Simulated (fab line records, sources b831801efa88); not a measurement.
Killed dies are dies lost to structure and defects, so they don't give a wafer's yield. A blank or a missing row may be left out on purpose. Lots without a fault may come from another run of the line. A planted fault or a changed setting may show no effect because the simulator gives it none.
Which tool did it? | flow gf180mcu | 13 lots, 39 wafers sampled, at 4 steps of a route of 602

WHAT THE GAUGES READ, wafer by wafer
GF_M1_OVL_MEAS_15.
lot  | measured     | on         | M1_OVL (nm)
L573 | day 17 06:53 | overlay-01 | -1 -1 5
L576 | day 18 04:13 | overlay-02 | 2 -4 -2
L577 | day 18 16:49 | overlay-02 | -3 -1 -6
L578 | day 19 00:26 | overlay-02 | -2 4 -4
L586 | day 22 03:08 | overlay-02 | -5 -6 0
L587 | day 22 08:47 | overlay-01 | 10 10 6
L588 | day 22 17:44 | overlay-01 | 0 -1 0
L591 | day 23 12:32 | overlay-01 | -1 -5 -4
L592 | day 24 05:45 | overlay-01 | 3 -5 -6
L593 | day 24 08:04 | overlay-02 | 4 -2 -1
L594 | day 24 15:20 | overlay-01 | 1 3 0
L595 | day 25 02:15 | overlay-01 | 0 -9 -4
L596 | day 25 09:02 | overlay-02 | 1 4 6

GF_V1_BOW_MEAS_05.
lot  | measured     | on            | V1_BOW (um)
L573 | day 17 08:10 | film_metro-01 | 83 93 87
L576 | day 18 05:31 | film_metro-02 | 87 61 85
L577 | day 18 18:06 | film_metro-01 | 80 82 83
L578 | day 19 01:41 | film_metro-04 | 74 71 82
L586 | day 22 04:26 | film_metro-01 | 72 75 71
L587 | day 22 10:02 | film_metro-04 | 76 91 76
L588 | day 22 19:02 | film_metro-01 | 79 86 83
L591 | day 23 13:47 | film_metro-04 | 92 94 78
L592 | day 24 07:04 | film_metro-02 | 82 86 88
L593 | day 24 09:24 | film_metro-02 | 69 84 80
L594 | day 24 16:41 | film_metro-04 | 88 98 78
L595 | day 25 03:34 | film_metro-02 | 75 77 82
L596 | day 25 10:20 | film_metro-04 | 81 81 81

GF_V1_CD_MEAS_14: target cd 260 nm.
lot  | measured     | on        | cd_nm (nm)
L573 | day 18 07:16 | cd_sem-02 | 260.7 260.5 261.3
L576 | day 19 05:19 | cd_sem-02 | 261.2 261.1 261.2
L577 | day 19 18:48 | cd_sem-01 | 258.2 257.7 258.5
L578 | day 20 02:24 | cd_sem-02 | 261.0 261.5 261.7
L586 | day 23 03:19 | cd_sem-02 | 258.3 258.1 258.6
L587 | day 23 08:24 | cd_sem-02 | 258.8 258.9 259.9
L588 | day 23 18:24 | cd_sem-01 | 260.2 260.5 259.2
L591 | day 24 11:55 | cd_sem-02 | 259.4 260.7 259.7
L592 | day 25 05:10 | cd_sem-01 | 260.5 259.5 258.9
L593 | day 25 07:25 | cd_sem-01 | 261.5 260.2 261.9
L594 | day 25 14:30 | cd_sem-01 | 262.2 262.1 261.5
L595 | day 26 00:29 | cd_sem-02 | 260.1 259.3 260.7
L596 | day 26 07:27 | cd_sem-02 | 257.3 257.7 258.0

WHICH TOOL RAN EACH LOT (tool, then ch and the chambers of the sampled wafers, then the start)
lot  | GF_DNWELL_EXPOSE_04
L573 | iline_stepper-02 ch 0, day 2 14:40
L576 | iline_stepper-01 ch 0, day 3 03:58
L577 | iline_stepper-02 ch 0, day 3 09:22
L578 | iline_stepper-02 ch 0, day 3 14:30
L586 | iline_stepper-02 ch 0, day 5 08:18
L587 | iline_stepper-02 ch 0, day 5 15:14
L588 | iline_stepper-01 ch 0, day 5 20:14
L591 | iline_stepper-02 ch 0, day 6 10:35
L592 | iline_stepper-02 ch 0, day 6 17:13
L593 | iline_stepper-01 ch 0, day 6 20:51
L594 | iline_stepper-01 ch 0, day 7 03:35
L595 | iline_stepper-02 ch 0, day 7 08:23
L596 | iline_stepper-02 ch 0, day 7 13:09
- GF_DNWELL_EXPOSE_04: exposes mask DNWELL, target cd 1700 nm.

WHAT THE TOOLS THEMSELVES READ (means of the sampled wafers that have a number; where no wafer has one, the mark that the record gives instead)
The record holds no such reading with a usual standard deviation.

THE ANSWER, worked out from the rows above alone
Rule: what is usual is taken from the lots themselves. Put in order of their means at a reading, lots are off if they are a third of the lots or fewer, leave a main group of 4 or more, and stand apart from it by a gap of 3 or more times the standard deviation of the main group's means; of several such gaps the widest counts. A main group whose means are all the same, to the digits that the tables above print for the reading, isn't used. A lot without any number at a reading at which 4 lots or more have one is off too. The other lots that the step has rows for count as sound. The gauges are gone through in route order, then the tools' own readings, and for those a lot's mean is taken as printed above. The first step at which some lot is off is used, and at that step the reading that is off furthest; a lot without a number counts as furthest.
No lot is off at any reading shown: from this, nothing can be told.

WHAT THE SIMULATOR HAD PUT IN
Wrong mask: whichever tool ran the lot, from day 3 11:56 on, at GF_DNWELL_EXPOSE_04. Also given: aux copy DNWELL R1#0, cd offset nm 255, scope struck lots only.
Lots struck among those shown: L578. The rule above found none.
